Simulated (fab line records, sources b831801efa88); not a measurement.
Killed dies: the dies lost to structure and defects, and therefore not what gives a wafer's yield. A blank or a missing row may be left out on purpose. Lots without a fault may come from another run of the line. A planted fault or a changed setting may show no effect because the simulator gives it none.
Matching of chambers || flow gf180mcu || 4 sister chambers for GF_POLY_GATE_ETCH_13 on rie_si-01
The step etches poly-Si in HBr/Cl2, stops on SiO2, target depth 198.5 nm, time 69.6 s. 8 wafers are shown with their chamber, then 9 later ones without.

WAFERS WITH THEIR CHAMBER
{"wafer": "L830.1", "chamber": 2, "oes_product_au (a.u.)": 1.003, "rf_fwd_power_W (W)": 397.5}
{"wafer": "L834.1", "chamber": 3, "oes_product_au (a.u.)": 0.987, "rf_fwd_power_W (W)": 395.4}
{"wafer": "L834.5", "chamber": 0, "oes_product_au (a.u.)": 0.987, "rf_fwd_power_W (W)": 394.9}
{"wafer": "L835.5", "chamber": 1, "oes_product_au (a.u.)": 0.992, "rf_fwd_power_W (W)": 396.7}
{"wafer": "L835.6", "chamber": 2, "oes_product_au (a.u.)": 0.989, "rf_fwd_power_W (W)": 398.2}
{"wafer": "L836.1", "chamber": 1, "oes_product_au (a.u.)": 0.999, "rf_fwd_power_W (W)": 392.9}
{"wafer": "L836.4", "chamber": 3, "oes_product_au (a.u.)": 0.987, "rf_fwd_power_W (W)": 398.9}
{"wafer": "L836.5", "chamber": 0, "oes_product_au (a.u.)": 0.993, "rf_fwd_power_W (W)": 397.3}

WAFERS WITH NO CHAMBER GIVEN
{"wafer": "L839.4", "oes_product_au (a.u.)": 0.982, "rf_fwd_power_W (W)": 394.6}
{"wafer": "L839.5", "oes_product_au (a.u.)": 0.976, "rf_fwd_power_W (W)": 395.7}
{"wafer": "L839.6", "oes_product_au (a.u.)": 0.986, "rf_fwd_power_W (W)": 397.1}
{"wafer": "L848.3", "oes_product_au (a.u.)": 0.998, "rf_fwd_power_W (W)": 395.2}
{"wafer": "L848.4", "oes_product_au (a.u.)": 0.989, "rf_fwd_power_W (W)": 396.0}
{"wafer": "L848.5", "oes_product_au (a.u.)": 1.006, "rf_fwd_power_W (W)": 395.2}
{"wafer": "L850.1", "oes_product_au (a.u.)": 0.997, "rf_fwd_power_W (W)": 395.3}
{"wafer": "L850.2", "oes_product_au (a.u.)": 0.984, "rf_fwd_power_W (W)": 395.3}
{"wafer": "L850.6", "oes_product_au (a.u.)": 1.006, "rf_fwd_power_W (W)": 395.0}

EACH ONE'S CHAMBER
{"wafer": "L839.4", "from the rows above": "can't be placed: 3 or 0 or 1 or 2", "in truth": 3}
{"wafer": "L839.5", "from the rows above": "can't be placed: 3 or 0 or 1 or 2", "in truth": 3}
{"wafer": "L839.6", "from the rows above": "can't be placed: 3 or 0 or 2 or 1", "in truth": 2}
{"wafer": "L848.3", "from the rows above": "can't be placed: 1 or 2 or 0 or 3", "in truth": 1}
{"wafer": "L848.4", "from the rows above": "can't be placed: 0 or 3 or 1 or 2", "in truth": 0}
{"wafer": "L848.5", "from the rows above": "can't be placed: 1 or 2 or 0 or 3", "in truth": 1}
{"wafer": "L850.1", "from the rows above": "can't be placed: 1 or 0 or 2 or 3", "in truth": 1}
{"wafer": "L850.2", "from the rows above": "can't be placed: 3 or 0 or 1 or 2", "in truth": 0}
{"wafer": "L850.6", "from the rows above": "can't be placed: 1 or 2 or 0 or 3", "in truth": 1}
0 of 9 placed correctly. Can't be placed from these rows: 9 (the true chamber is among the candidates in 9). 0 placed wrongly.
How it was worked out, from the rows above alone: a wafer's distance from a chamber is the root of the sum, over the readings, of the square of ((its reading less the chamber's mean) divided by the reading's scatter). If the next closest chamber is less than 2 further off than the closest, the wafer can't be placed; otherwise it belongs to the closest. For every chamber, the mean is computed from those of its wafers that are shown. The scatter: take each reading less its chamber's mean, square it, sum over the shown wafers, divide by the number of wafers less the number of chambers, and take the root.
